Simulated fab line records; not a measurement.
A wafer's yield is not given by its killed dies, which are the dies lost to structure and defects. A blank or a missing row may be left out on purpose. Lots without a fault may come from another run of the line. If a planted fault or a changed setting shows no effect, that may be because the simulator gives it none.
The same fault as seen by 2 desks || flow sfq line || numbers are kept per desk, each desk with only its own; the story behind them comes last

## METROLOGY DESK
Lot by lot, what the gauges showed, no matter which tool ran the lot: averages of those sampled wafers that carry a number. The brackets show how far a lot's mean lies from the usual mean; more than 4 standard deviations puts the lot out of limits, marked OUT.
Columns: A = I7_BOW at SFQ_I7_BOW_MEAS_946, usual 5 um
{"lot": "L318", "first seen here": "day 77 14:17", "A": -17}
{"lot": "L319", "first seen here": "day 77 15:16", "A": 10}
{"lot": "L320", "first seen here": "day 77 18:14", "A": -0}
{"lot": "L321", "first seen here": "day 77 20:20", "A": 8}
{"lot": "L323", "first seen here": "day 81 12:32", "A": 4}
{"lot": "L325", "first seen here": "day 81 19:34", "A": 8}
{"lot": "L327", "first seen here": "day 83 05:37", "A": 6}
{"lot": "L330", "first seen here": "day 84 05:35", "A": 22}
{"lot": "L332", "first seen here": "day 84 17:17", "A": 14}
{"lot": "L333", "first seen here": "day 84 20:19", "A": -25}
{"lot": "L334", "first seen here": "day 84 23:20", "A": 3}
{"lot": "L336", "first seen here": "day 85 08:17", "A": 17}
{"lot": "L340", "first seen here": "day 86 03:52", "A": 13}
{"lot": "L341", "first seen here": "day 86 06:09", "A": 15}
This desk's verdict: no lot among the 14 shows anything out of limits.

## DESK OF THE TOOL OWNER: cmp-02
The tool's own readings at SFQ_TRILAYER_I6_CMP_CMP_166 (polishes SiO2): means of the sampled wafers that have a number, for each lot that ran on this tool. The brackets show how far a lot's mean lies from the usual mean; more than 4 standard deviations puts the lot out of limits, marked OUT.
Columns: A = edge zone pressure frac at SFQ_TRILAYER_I6_CMP_CMP_166, usual 1.000; B = head pressure psi at SFQ_TRILAYER_I6_CMP_CMP_166, usual 2.999 psi; C = motor current A at SFQ_TRILAYER_I6_CMP_CMP_166, usual 10.7 A; D = time to endpoint s at SFQ_TRILAYER_I6_CMP_CMP_166, usual 217 s
{"lot": "L319", "first seen here": "day 72 09:38", "A": 0.999, "B": 2.993, "C": 10.4, "D": 215}
{"lot": "L321", "first seen here": "day 72 16:02", "A": 0.999, "B": 3.002, "C": 11.1, "D": 224}
{"lot": "L327", "first seen here": "day 74 12:53", "A": 1.000, "B": 2.998, "C": 11.0, "D": 209}
{"lot": "L336", "first seen here": "day 77 06:44", "A": 1.005, "B": 3.002, "C": 10.8, "D": 224}
{"lot": "L340", "first seen here": "day 78 08:34", "A": 0.998, "B": 3.003, "C": 11.0, "D": 222}
This desk's verdict: no lot among the 5 shows anything out of limits.

## TAKEN TOGETHER
From the metrology desk's view, nothing was out of limits.
Nothing out of limits was seen by the tool owner's desk.

## WHAT THE SIMULATOR PUT IN
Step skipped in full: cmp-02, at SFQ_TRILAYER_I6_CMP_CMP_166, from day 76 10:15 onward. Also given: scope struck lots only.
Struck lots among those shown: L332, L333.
